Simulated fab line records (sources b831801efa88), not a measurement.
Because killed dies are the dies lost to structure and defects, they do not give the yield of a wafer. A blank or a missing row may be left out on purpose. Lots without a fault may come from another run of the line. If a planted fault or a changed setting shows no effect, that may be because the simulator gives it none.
fab line records -- flow sky130
record lots=11, wafers=33, last-day=50
route steps=708 shown LDD_LDN@302 POLY_CUT@316 LI_CONTACT@362 PAD_OPEN@708
lots that met no fault: taken from a fault-free run of the same line
start-h: hours from the record's opening day to when the first of the lot's shown wafers began -- wait-h: hours since the lot's step before -- " as in the row above -- L1.1+2: one row covering several wafers at once -- - no value, or no start was given -- * or withheld: withheld -- < > ~ a bound
route shown NAME@n: names a module that has steps shown in the file, with the first one's number in the route -- usual: mean and standard deviation over wafers with no fault -- same: alike in all rows -- chamber/n: place in a boat -- sites: readings site by site -- _std_site: standard deviation across them -- _edge_site: the outer-site mean with the inner-site mean subtracted -- radius-mm: for every site, how far away it sits from the centre of the wafer -- mask NAME#n: copy n -- behind: the last tool/chamber to shape the wafer -- hold: cause of the lot's hold/its duration in hours/its outcome -- device: which transistor (n, p or np) failed to switch -- end of line: at the end of the route, the tests of the same wafers -- a step given without rows: its recipe and nothing more -- killed: at the first sort, the dies lost to defects and structure; wafer yield is something else -- map: per-die view of a wafer (x killed, . not killed, _ where there is no die)
set.NAME: the setting the step ran with; set.NAME@STEP: the setting that earlier step ran with -- model.NAME: the simulator's own value behind a step, which no gauge read
the route's steps for a sample of lots (tables are steps, rows are wafers)
services: from which hour (start-h, from the record's first day; less than 0 if before it) a tool's chamber was out of use, for how many hours, and why
## steps
# step SKY_LDD_LDN_TW_MEAS_13
# usual LDD_LDN_TW=1485/14
lot.wafer,tool,chamber,start-h,wait-h,LDD_LDN_TW
L862.2,film-metro-02,-,524.39,0.1,1487
L862.4,film-metro-02,-,524.39,0.1,1486
L862.5,film-metro-02,-,524.39,0.1,1489
L863.1,film-metro-02,-,532.83,0.1,1485
L863.2,film-metro-02,-,532.83,0.1,1473
L863.4,film-metro-02,-,532.83,0.1,1476
L864.1,film-metro-01,-,549.87,0.1,1466
L864.2,film-metro-01,-,549.87,0.1,1460
L864.5,film-metro-01,-,549.87,0.1,1472
L869.1,film-metro-01,-,588.57,0.1,1474
L869.5,film-metro-01,-,588.57,0.1,1464
L869.6,film-metro-01,-,588.57,0.1,1471
L870.1,film-metro-01,-,603.03,0.1,1469
L870.4,film-metro-01,-,603.03,0.1,1468
L870.6,film-metro-01,-,603.03,0.1,1472
L874.1,film-metro-04,-,643.28,0.1,1503
L874.3,film-metro-04,-,643.28,0.1,1506
L874.4,film-metro-04,-,643.28,0.1,1498
L877.1,film-metro-01,-,659.27,0.1,1469
L877.2,film-metro-01,-,659.27,0.1,1471
L877.3,film-metro-01,-,659.27,0.1,1467
L881.3,film-metro-04,-,692.70,0.1,1503
L881.4,film-metro-04,-,692.70,0.1,1500
L881.6,film-metro-04,-,692.70,0.1,1502
L883.2,film-metro-04,-,706.29,0.1,1502
L883.3,film-metro-04,-,706.29,0.1,1507
L883.6,film-metro-04,-,706.29,0.1,1501
L884.2,film-metro-01,-,709.18,0.1,1474
L884.4,film-metro-01,-,709.18,0.1,1479
L884.6,film-metro-01,-,709.18,0.1,1469
L885.1,film-metro-04,-,723.13,0.1,1504
L885.3,film-metro-04,-,723.13,0.1,1510
L885.4,film-metro-04,-,723.13,0.1,1498
# step SKY_POLY_CUT_OVL_MEAS_09
# usual POLY_CUT_OVL=1/6.1
lot.wafer,tool,chamber,start-h,wait-h,POLY_CUT_OVL[nm]
L862.2,overlay-02,-,556.11,0.1,3
L862.4,overlay-02,-,556.11,0.1,1
L862.5,overlay-02,-,556.11,0.1,9
L863.1,overlay-02,-,564.06,0.1,-12
L863.2,overlay-02,-,564.06,0.1,6
L863.4,overlay-02,-,564.06,0.1,3
L864.1,overlay-01,-,581.35,0.1,-2
L864.2,overlay-01,-,581.35,0.1,13
L864.5,overlay-01,-,581.35,0.1,-6
L869.1,overlay-02,-,619.10,0.1,8
L869.5,overlay-02,-,619.10,0.1,9
L869.6,overlay-02,-,619.10,0.1,7
L870.1,overlay-02,-,633.30,0.1,6
L870.4,overlay-02,-,633.30,0.1,-3
L870.6,overlay-02,-,633.30,0.1,6
L874.1,overlay-02,-,673.31,0.1,2
L874.3,overlay-02,-,673.31,0.1,-2
L874.4,overlay-02,-,673.31,0.1,13
L877.1,overlay-01,-,689.71,0.1,-5
L877.2,overlay-01,-,689.71,0.1,1
L877.3,overlay-01,-,689.71,0.1,5
L881.3,overlay-01,-,721.76,0.1,-2
L881.4,overlay-01,-,721.76,0.1,3
L881.6,overlay-01,-,721.76,0.1,-2
L883.2,overlay-02,-,735.77,0.1,-5
L883.3,overlay-02,-,735.77,0.1,1
L883.6,overlay-02,-,735.77,0.1,-1
L884.2,overlay-01,-,738.77,0.1,-1
L884.4,overlay-01,-,738.77,0.1,1
L884.6,overlay-01,-,738.77,0.1,-2
L885.1,overlay-02,-,751.95,0.1,3
L885.3,overlay-02,-,751.95,0.1,7
L885.4,overlay-02,-,751.95,0.1,3
# step SKY_POLY_CUT_ETCH_10
# recipe chemistry=N2/H2, target=BARC, ion-energy-ev=200, source-w=500, bias-w=100, pressure-mtorr=30, n2-flow-sccm=100, h2-flow-sccm=200, stop-on=SiO2, time-s=45.9, target-depth-a=600
# usual chamber-pressure-mTorr=30.003/0.029, drypump-motor-current-A=5.72/0.29, n2-flow-sccm=100.03/0.29, oes-product-au=0.855/0.0047, rf-fwd-power-W=495.0/1.8, throttle-valve-pct=13.225/0.0091
lot.wafer,tool,chamber,start-h,wait-h,chamber-pressure-mTorr,drypump-motor-current-A,n2-flow-sccm,oes-product-au,rf-fwd-power-W,rf-hours-counter-h,throttle-valve-pct
L862.2,rie-diel-02,2,556.14,0.0,30.004,5.33,100.44,0.856,496.7,65,13.227
L862.4,rie-diel-02,1,556.14,0.0,30.032,5.76,99.97,0.859,495.6,7,13.216
L862.5,rie-diel-02,1,556.14,0.0,30.026,5.74,99.74,0.850,497.1,-,13.222
L863.1,rie-diel-02,1,564.09,0.0,30.008,5.77,100.19,0.850,497.1,8,13.213
L863.2,rie-diel-02,2,564.09,0.0,30.008,5.32,99.71,0.855,497.4,66,13.222
L863.4,rie-diel-02,0,564.09,0.0,29.995,5.44,100.85,0.853,494.0,11,13.220
L864.1,rie-diel-02,2,581.39,0.0,29.971,5.34,100.50,0.853,498.0,66,13.229
L864.2,rie-diel-02,1,581.39,0.0,30.037,5.76,100.13,0.840,497.5,8,13.217
L864.5,rie-diel-02,1,581.39,0.0,29.988,5.77,100.05,0.857,497.4,-,13.213
L869.1,rie-diel-03,0,619.14,0.0,29.999,6.14,99.88,0.847,493.7,6,13.234
L869.5,rie-diel-03,3,619.14,0.0,30.021,5.98,100.19,0.856,492.4,-,13.209
L869.6,rie-diel-03,2,619.14,0.0,30.017,5.19,99.93,0.851,495.0,-,13.225
L870.1,rie-diel-02,0,633.34,0.0,30.006,5.48,100.35,0.851,496.4,12,13.222
L870.4,rie-diel-02,1,633.34,0.0,29.990,5.78,99.89,0.849,496.7,-,13.234
L870.6,rie-diel-02,0,633.34,0.0,30.055,5.46,100.18,0.858,493.9,-,13.238
L874.1,rie-diel-01,3,673.34,0.0,29.989,6.08,100.05,0.857,494.9,9,13.228
L874.3,rie-diel-01,2,673.34,0.0,30.003,5.85,99.96,0.854,494.1,2,13.231
L874.4,rie-diel-01,3,673.34,0.0,30.011,6.05,99.93,0.868,492.4,-,13.226
L877.1,rie-diel-01,2,689.75,0.0,29.955,5.78,99.58,0.854,495.5,2,13.222
L877.2,rie-diel-01,1,689.75,0.0,29.950,6.09,100.07,0.856,494.8,0,13.216
L877.3,rie-diel-01,0,689.75,0.0,30.007,5.62,100.62,0.855,494.0,1,13.235
L881.3,rie-diel-01,2,721.79,0.0,29.982,5.82,100.21,0.855,496.2,3,13.219
L881.4,rie-diel-01,1,721.79,0.0,30.011,6.10,100.00,0.848,494.8,1,13.216
L881.6,rie-diel-01,2,721.79,0.0,29.994,5.87,99.97,0.858,496.5,-,13.230
L883.2,rie-diel-01,1,735.80,0.0,30.021,6.17,99.68,0.854,498.0,1,13.214
L883.3,rie-diel-01,0,735.80,0.0,29.997,5.59,100.16,0.859,492.5,1,13.234
L883.6,rie-diel-01,0,735.80,0.0,30.003,5.60,100.41,0.854,495.2,-,13.218
L884.2,rie-diel-03,0,738.80,0.0,30.091,6.08,99.98,0.858,497.0,9,13.216
L884.4,rie-diel-03,2,738.80,0.0,30.011,5.17,99.62,0.848,496.4,-,13.219
L884.6,rie-diel-03,3,738.80,0.0,30.060,5.97,100.27,0.851,497.0,-,13.224
L885.1,rie-diel-01,2,751.99,0.0,30.025,5.83,100.11,0.858,493.1,4,13.241
L885.3,rie-diel-01,0,751.99,0.0,30.001,5.59,100.25,0.856,493.7,2,13.215
L885.4,rie-diel-01,1,751.99,0.0,29.995,6.05,100.12,0.851,497.5,-,13.231
# step SKY_LI_CONTACT_HDPCVD_00
# recipe material=PSG, target-thk-nm=930, sigma-open-frac=0.3, time-s=155, temp-c=600, sih4-flow-sccm=60, pressure-mtorr=6
# usual run-length-s=183.0/0.48
lot.wafer,tool,chamber,start-h,wait-h,run-length-s
L862.2,hdpcvd-02,1,647.20,0.0,183.6
L862.4,hdpcvd-02,2,647.20,0.0,183.6
L862.5,hdpcvd-02,1,647.20,0.0,183.5
L863.1,hdpcvd-01,0,654.11,0.0,181.9
L863.2,hdpcvd-01,1,654.11,0.0,182.7
L863.4,hdpcvd-01,1,654.11,0.0,182.9
L864.1,hdpcvd-02,1,668.71,0.0,183.0
L864.2,hdpcvd-02,0,668.71,0.0,183.2
L864.5,hdpcvd-02,2,668.71,0.0,184.0
L869.1,hdpcvd-02,0,706.61,0.0,183.0
L869.5,hdpcvd-02,1,706.61,0.0,182.8
L869.6,hdpcvd-02,0,706.61,0.0,182.8
L870.1,hdpcvd-02,1,719.45,0.0,183.0
L870.4,hdpcvd-02,1,719.45,0.0,182.9
L870.6,hdpcvd-02,2,719.45,0.0,183.4
L874.1,hdpcvd-02,1,757.36,0.0,183.4
L874.3,hdpcvd-02,0,757.36,0.0,210.9
L874.4,hdpcvd-02,2,757.36,0.0,183.4
L877.1,hdpcvd-02,1,772.85,0.0,182.9
L877.2,hdpcvd-02,0,772.85,0.0,211.1
L877.3,hdpcvd-02,2,772.85,0.0,183.3
L881.3,hdpcvd-01,1,803.06,0.0,183.1
L881.4,hdpcvd-01,2,803.06,0.0,183.2
L881.6,hdpcvd-01,0,803.06,0.0,181.9
L883.2,hdpcvd-01,2,816.00,0.0,182.8
L883.3,hdpcvd-01,0,816.00,0.0,181.8
L883.6,hdpcvd-01,1,816.00,0.0,182.9
L884.2,hdpcvd-01,0,819.15,0.0,181.7
L884.4,hdpcvd-01,1,819.15,0.0,182.9
L884.6,hdpcvd-01,0,819.15,0.0,182.4
L885.1,hdpcvd-01,2,833.60,0.0,183.6
L885.3,hdpcvd-01,0,833.60,0.0,182.1
L885.4,hdpcvd-01,0,833.60,0.0,182.4
# step SKY_LI_CONTACT_THK_MEAS_01
# recipe reads=PSG_of_LI_CONTACT_HDPCVD_00
# usual LI_CONTACT_HDPCVD_THK=934/10
lot.wafer,tool,chamber,start-h,wait-h,LI_CONTACT_HDPCVD_THK[nm]
L862.2,film-metro-02,-,647.31,0.1,930
L862.4,film-metro-02,-,647.31,0.1,928
L862.5,film-metro-02,-,647.31,0.1,936
L863.1,film-metro-03,-,654.21,0.1,926
L863.2,film-metro-03,-,654.21,0.1,918
L863.4,film-metro-03,-,654.21,0.1,931
L864.1,film-metro-02,-,668.81,0.1,942
L864.2,film-metro-02,-,668.81,0.1,931
L864.5,film-metro-02,-,668.81,0.1,928
L869.1,film-metro-01,-,706.71,0.1,923
L869.5,film-metro-01,-,706.71,0.1,939
L869.6,film-metro-01,-,706.71,0.1,924
L870.1,film-metro-01,-,719.55,0.1,935
L870.4,film-metro-01,-,719.55,0.1,953
L870.6,film-metro-01,-,719.55,0.1,942
L874.1,film-metro-01,-,757.46,0.1,952
L874.3,film-metro-01,-,757.46,0.1,1114
L874.4,film-metro-01,-,757.46,0.1,937
L877.1,film-metro-03,-,772.95,0.1,925
L877.2,film-metro-03,-,772.95,0.1,1088
L877.3,film-metro-03,-,772.95,0.1,919
L881.3,film-metro-03,-,803.18,0.1,926
L881.4,film-metro-03,-,803.18,0.1,937
L881.6,film-metro-03,-,803.18,0.1,936
L883.2,film-metro-03,-,816.11,0.1,934
L883.3,film-metro-03,-,816.11,0.1,933
L883.6,film-metro-03,-,816.11,0.1,939
L884.2,film-metro-02,-,819.26,0.1,957
L884.4,film-metro-02,-,819.26,0.1,944
L884.6,film-metro-02,-,819.26,0.1,951
L885.1,film-metro-03,-,833.71,0.1,948
L885.3,film-metro-03,-,833.71,0.1,954
L885.4,film-metro-03,-,833.71,0.1,945
# step SKY_LI_CONTACT_CMP_02
# recipe material=PSG, down-force-psi=4, platen-rpm=60, pad-velocity-m-s=0.94248
# usual motor-current-A=12.6/1.2, time-to-endpoint-s=32.5/2.4
lot.wafer,tool,chamber,start-h,wait-h,motor-current-A,time-to-endpoint-s
L862.2,cmp-01,1,647.36,0.0,11.7,30.2
L862.4,cmp-01,0,647.36,0.0,11.3,29.7
L862.5,cmp-01,1,647.36,0.0,13.0,31.4
L863.4,cmp-01,3,654.27,0.0,13.2,33.7
L863.1,cmp-01,0,654.27,0.0,11.7,31.2
L863.2,cmp-01,2,654.27,0.0,15.7,32.0
L864.2,cmp-02,2,668.87,0.0,12.4,29.5
L864.1,cmp-02,1,668.87,0.0,13.5,32.9
L864.5,cmp-02,2,668.87,0.0,12.8,30.0
L869.1,cmp-01,2,706.92,0.2,14.8,35.6
L869.5,cmp-01,3,706.92,0.2,12.8,32.7
L869.6,cmp-01,0,706.92,0.2,11.6,31.2
L870.1,cmp-01,2,719.61,0.1,15.1,30.4
L870.4,cmp-01,0,719.61,0.1,12.3,31.1
L870.6,cmp-01,2,719.61,0.1,15.6,31.1
L874.1,cmp-02,3,757.52,0.1,12.5,33.7
L874.4,cmp-02,0,757.52,0.1,10.5,30.6
L874.3,cmp-02,1,757.52,0.1,13.3,49.3
L877.3,cmp-01,1,773.01,0.0,11.9,30.8
L877.1,cmp-01,2,773.01,0.0,15.1,31.9
L877.2,cmp-01,3,773.01,0.0,13.4,50.6
L881.3,cmp-02,1,803.27,0.1,13.2,29.7
L881.4,cmp-02,3,803.27,0.1,12.5,32.7
L881.6,cmp-02,0,803.27,0.1,11.1,31.2
L883.2,cmp-02,0,816.38,0.3,10.6,32.7
L883.3,cmp-02,2,816.38,0.3,12.6,35.8
L883.6,cmp-02,3,816.38,0.3,11.9,34.3
L884.4,cmp-01,2,819.31,0.0,15.3,32.4
L884.2,cmp-01,0,819.31,0.0,11.8,34.5
L884.6,cmp-01,2,819.31,0.0,15.1,34.7
L885.1,cmp-01,0,833.82,0.1,11.7,32.7
L885.3,cmp-01,1,833.82,0.1,11.9,26.6
L885.4,cmp-01,2,833.82,0.1,15.5,34.8
# step SKY_PAD_OPEN_PROBE_99
# usual killed_at_M0_to_M3=42/7.6, killed_at_M4_up=2.9/1.7, killed-at-contacts=24/5.1, killed-at-front-end=15/4, killed-at-other=0.2/0.38, killed-dies=84/9.9, killed-open=46/7.2, killed-short=38/6.6
# same gross-dies=492, killed-at-back-side=0
lot.wafer,tool,chamber,start-h,wait-h,killed_at_M0_to_M3,killed_at_M4_up,killed-at-contacts,killed-at-front-end,killed-at-other,killed-dies,killed-open,killed-short
L874.1,prober-02,-,1155.95,0.1,58,7,27,22,0,114,65,49
L874.3,prober-02,-,1156.05,0.2,30,4,24,12,0,70,35,35
L874.4,prober-02,-,1156.10,0.2,32,1,21,19,0,73,47,26
# killed by level:class
L874.1 VIA1:geometric-particle:open=12 CONTACT:geometric-particle:open=11 VIA2:geometric-particle:open=10 VIA3:geometric-particle:open=10 LI_CONTACT:geometric-particle:open=6 POLY_GATE:geometric-particle:short=5 CONTACT:geometric-particle:short=5 METAL1:geometric-particle:short=5
L874.3 VIA1:geometric-particle:open=10 CONTACT:geometric-particle:short=8 CONTACT:geometric-particle:open=8 VIA3:geometric-particle:open=5 POLY_GATE:geometric-particle:short=4 METAL2:geometric-particle:short=4 METAL4:geometric-particle:short=4 FIELD_ISO:geometric-particle:short=3
L874.4 CONTACT:geometric-particle:open=10 VIA1:geometric-particle:open=10 FIELD_ISO:geometric-particle:open=5 METAL1:geometric-particle:short=5 VIA3:geometric-particle:open=5 LI_CONTACT:geometric-particle:open=4 LOCAL_INTERCONNECT:geometric-particle:short=4 POLY_GATE:geometric-particle:open=3
## services
tool,chamber,start-h,hours,kind
cmp-01,-,559.72,0.4,repair
hdpcvd-02,-,580.60,0.3,repair
cmp-01,-,606.03,1.2,repair
hdpcvd-02,2,606.83,2.5,repair
cmp-01,-,623.35,3.1,pm
rie-diel-01,2,625.54,4.6,repair
hdpcvd-01,-,629.43,1.2,repair
hdpcvd-02,-,650.75,15.0,pm
hdpcvd-01,-,659.16,2.3,repair
hdpcvd-02,-,663.89,0.3,repair
hdpcvd-02,-,672.14,4.1,repair
hdpcvd-01,2,683.91,4.5,repair
cmp-01,-,694.52,0.4,repair
hdpcvd-01,-,706.58,8.3,repair
hdpcvd-02,-,707.03,0.7,repair
rie-diel-01,2,732.26,10.7,repair
cmp-01,-,733.63,9.0,pm
cmp-01,-,744.00,4.0,pm
rie-diel-01,3,749.35,9.6,repair
cmp-01,-,750.34,0.9,repair
cmp-01,-,751.35,20.8,repair
rie-diel-01,-,753.62,2.8,pm
cmp-01,-,782.50,1.8,repair
hdpcvd-02,0,783.30,6.0,repair
## key
first-sign step=SKY_LI_CONTACT_HDPCVD_00, reading=run-length-s, direction=up, sigmas=59, usual=*, struck=*
effect step=SKY_LI_CONTACT_THK_MEAS_01, reading=LI_CONTACT_HDPCVD_THK, direction=up, sigmas=16, usual=934, struck=1101
effect step=SKY_LI_CONTACT_CMP_02, reading=time-to-endpoint-s, direction=up, sigmas=7.3, usual=*, struck=*
met-at SKY_LI_CONTACT_HDPCVD_00
struck-lots L874,L877
struck-wafers L874.3,L877.2
tester-left-out L874,L877
not-acting-at SKY_LDD_LDN_TW_MEAS_13,SKY_POLY_CUT_OVL_MEAS_09,SKY_POLY_CUT_ETCH_10
onset-between 706.61 757.36
fault kind=process-parameter-drift, tool=hdpcvd-02, chamber=0, onset-h=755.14, steps=SKY_LI_CONTACT_HDPCVD_00, channel=time-s, offset=*, shape=step, end-h=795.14, acts-in=*, stated=*
# tester-left-out: of these lots the tester's yield and bins aren't shown, on N5 and GAA mostly nor the transistor test; their killed dies are dies lost to structure and defects alone, not to doping, threshold or leakage, so they don't give the yield
